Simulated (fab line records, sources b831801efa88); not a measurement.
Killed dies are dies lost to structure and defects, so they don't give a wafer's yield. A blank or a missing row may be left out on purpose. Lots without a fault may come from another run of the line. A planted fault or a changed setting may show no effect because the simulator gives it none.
Tool commonality check | flow sky130 | 12 lots, 36 wafers sampled

WHY IT WAS OPENED
At SKY_LDD_P_TW_MEAS_11 the reading LDD_P_TW is flagged on 2 of 12 lots. Wafers without a fault read 637, standard deviation 5.6.
Rule: a lot is flagged when every wafer of it that has a number lies more than 4 standard deviations from that mean, or none has a number. The other lots count as sound.

lot  | measured     | on            | LDD_P_TW, wafer by wafer | flag
L584 | day 19 20:59 | film_metro-01 | 632 631 632              |
L585 | day 19 21:43 | film_metro-02 | 637 641 639              |
L586 | day 21 02:23 | film_metro-02 | 637 637 639              |
L587 | day 21 03:26 | film_metro-02 | 641 639 640              |
L588 | day 21 11:45 | film_metro-01 | 633 634 635              |
L598 | day 24 06:36 | film_metro-02 | 577 576 576              | FLAGGED
L600 | day 25 00:05 | film_metro-02 | 577 582 580              | FLAGGED
L601 | day 25 02:59 | film_metro-01 | 623 625 628              |
L602 | day 25 12:47 | film_metro-02 | 638 635 639              |
L603 | day 25 22:35 | film_metro-01 | 631 624 624              |
L605 | day 26 23:18 | film_metro-01 | 629 625 631              |
L606 | day 27 04:41 | film_metro-03 | 635 635 638              |
The numbers of the flagged lots are 578 on average: -59 against the usual, or -11 standard deviations.

WHICH TOOL RAN EACH LOT
The record holds 2 process steps before the reading, out of a route of 708 steps. In each cell: the tool, then ch and the chambers that the sampled wafers went through, then the start.
lot  | flag    | SKY_NWELL_STRIP_14                   | SKY_LDD_P_IMPLANT_09
L584 |         | plasma_asher-02 ch 0,1, day 5 05:52  | implanter-02 ch 0, day 19 20:44
L585 |         | plasma_asher-02 ch 0, day 5 06:13    | implanter-02 ch 0, day 19 21:26
L586 |         | plasma_asher-01 ch 0, day 5 22:40    | implanter-01 ch 0, day 21 02:10
L587 |         | plasma_asher-02 ch 0,1, day 6 00:07  | implanter-04 ch 0, day 21 03:11
L588 |         | plasma_asher-01 ch 0,1, day 6 00:28  | implanter-04 ch 0, day 21 11:31
L598 | FLAGGED | plasma_asher-02 ch 0,1, day 7 23:59  | implanter-04 ch 0, day 24 06:23
L600 | FLAGGED | plasma_asher-03 ch 0,1, day 8 14:28  | implanter-04 ch 0, day 24 23:50
L601 |         | plasma_asher-01 ch 0,1, day 8 16:45  | implanter-01 ch 0, day 25 02:46
L602 |         | plasma_asher-03 ch 0,1, day 8 22:58  | implanter-02 ch 0, day 25 12:33
L603 |         | plasma_asher-03 ch 0,1, day 9 05:46  | implanter-01 ch 0, day 25 22:21
L605 |         | plasma_asher-03 ch 0,1, day 10 03:10 | implanter-02 ch 0, day 26 23:04
L606 |         | plasma_asher-01 ch 0,1, day 10 04:46 | implanter-01 ch 0, day 27 04:26
What these steps do:
- SKY_NWELL_STRIP_14: strips in O2/N2.
- SKY_LDD_P_IMPLANT_09
- SKY_LDD_P_TW_MEAS_11

FLAGGED OVER TOTAL, TOOL BY TOOL (the gauges that took the reading come last)
step                 | tool            | lots run | flagged | share of the flagged lots | sound lots run after its first flagged lot
SKY_NWELL_STRIP_14   | plasma_asher-01 | 4        | 0       | none                      | -
SKY_NWELL_STRIP_14   | plasma_asher-02 | 4        | 1       | some                      | 0
SKY_NWELL_STRIP_14   | plasma_asher-03 | 4        | 1       | some                      | 3 (L602,L603,L605)
SKY_LDD_P_IMPLANT_09 | implanter-01    | 4        | 0       | none                      | -
SKY_LDD_P_IMPLANT_09 | implanter-02    | 4        | 0       | none                      | -
SKY_LDD_P_IMPLANT_09 | implanter-04    | 4        | 2       | all                       | 0
SKY_LDD_P_TW_MEAS_11 | film_metro-01   | 5        | 0       | none                      | -
SKY_LDD_P_TW_MEAS_11 | film_metro-02   | 6        | 2       | all                       | 1 (L602)
SKY_LDD_P_TW_MEAS_11 | film_metro-03   | 1        | 0       | none                      | -

WHAT THE TABLE ALLOWS
2 rows of the table ran every flagged lot: implanter-04 at SKY_LDD_P_IMPLANT_09, film_metro-02 at SKY_LDD_P_TW_MEAS_11.
- implanter-04 at SKY_LDD_P_IMPLANT_09: 2 of its 4 lots flagged. Its last sound lot is L588 (day 21 11:31), its first flagged lot L598 (day 24 06:23): a fault that began between those two fits. Its own readings lie more than 4 standard deviations out on every wafer of the flagged lots: dose_ions_cm2, faraday_current_uA.
- film_metro-02 at SKY_LDD_P_TW_MEAS_11: 2 of its 6 lots flagged. Sound lots ran on it after the first flagged one (L602), which a lasting fault on the whole tool wouldn't allow.
One tool is left: implanter-04 at SKY_LDD_P_IMPLANT_09.

WHAT THE SIMULATOR HAD PUT IN
Process parameter drift: implanter-04, from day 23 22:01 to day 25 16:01, at SKY_LDD_P_IMPLANT_09. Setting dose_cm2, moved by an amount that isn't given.
Lots struck among those shown: L598, L600. The rule above found the same.
